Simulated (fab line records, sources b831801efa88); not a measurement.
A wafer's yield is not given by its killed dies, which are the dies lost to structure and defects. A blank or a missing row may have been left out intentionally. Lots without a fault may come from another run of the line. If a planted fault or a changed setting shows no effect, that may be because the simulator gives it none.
Chamber matching / flow gf180mcu / GF_V2_CVD_02 on pecvd-01 has 3 sister chambers
The step deposits SiO2 from TEOS, target thk 850 nm, time 94.851 s. 6 wafers are shown with their chamber, then 7 later ones without.

WAFERS PAIRED WITH THEIR CHAMBERS
wafer=L084.6; chamber=0; heaterPowerW (W)=681; susceptorTempC (C)=399.97
wafer=L086.1; chamber=1; heaterPowerW (W)=729; susceptorTempC (C)=399.68
wafer=L086.4; chamber=0; heaterPowerW (W)=676; susceptorTempC (C)=400.14
wafer=L086.5; chamber=2; heaterPowerW (W)=583; susceptorTempC (C)=400.09
wafer=L087.2; chamber=1; heaterPowerW (W)=786; susceptorTempC (C)=400.08
wafer=L087.3; chamber=2; heaterPowerW (W)=567; susceptorTempC (C)=399.64

WAFERS WITH NO CHAMBER GIVEN
wafer=L087.6; heaterPowerW (W)=580; susceptorTempC (C)=399.74
wafer=L090.1; heaterPowerW (W)=611; susceptorTempC (C)=399.41
wafer=L090.2; heaterPowerW (W)=578; susceptorTempC (C)=400.03
wafer=L090.5; heaterPowerW (W)=452; susceptorTempC (C)=399.90
wafer=L091.4; heaterPowerW (W)=579; susceptorTempC (C)=399.70
wafer=L091.5; heaterPowerW (W)=552; susceptorTempC (C)=399.84
wafer=L091.6; heaterPowerW (W)=620; susceptorTempC (C)=400.20

EACH ONE'S CHAMBER
wafer=L087.6; from the rows above=2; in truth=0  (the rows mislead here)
wafer=L090.1; from the rows above=can't be placed: 2 or 0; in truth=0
wafer=L090.2; from the rows above=2; in truth=2
wafer=L090.5; from the rows above=2; in truth=2
wafer=L091.4; from the rows above=2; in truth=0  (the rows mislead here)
wafer=L091.5; from the rows above=2; in truth=2
wafer=L091.6; from the rows above=can't be placed: 2 or 0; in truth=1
Correctly placed: 3 of 7. Can't be placed from these rows: 2 (the true chamber is among the candidates in 1). 2 placed wrongly.
How it was worked out, from the rows above alone: a wafer's distance from a chamber is the root of the sum, over the readings, of the square of ((its reading less the chamber's mean) divided by the reading's scatter). The wafer belongs to the nearest chamber; if the next one is less than 2 further off, it can't be placed. The mean given for a chamber averages the wafers shown for that chamber. The scatter is the square root of a quotient: the sum, over the shown wafers, of each reading's squared deviation from its chamber's mean, divided by wafers minus chambers.
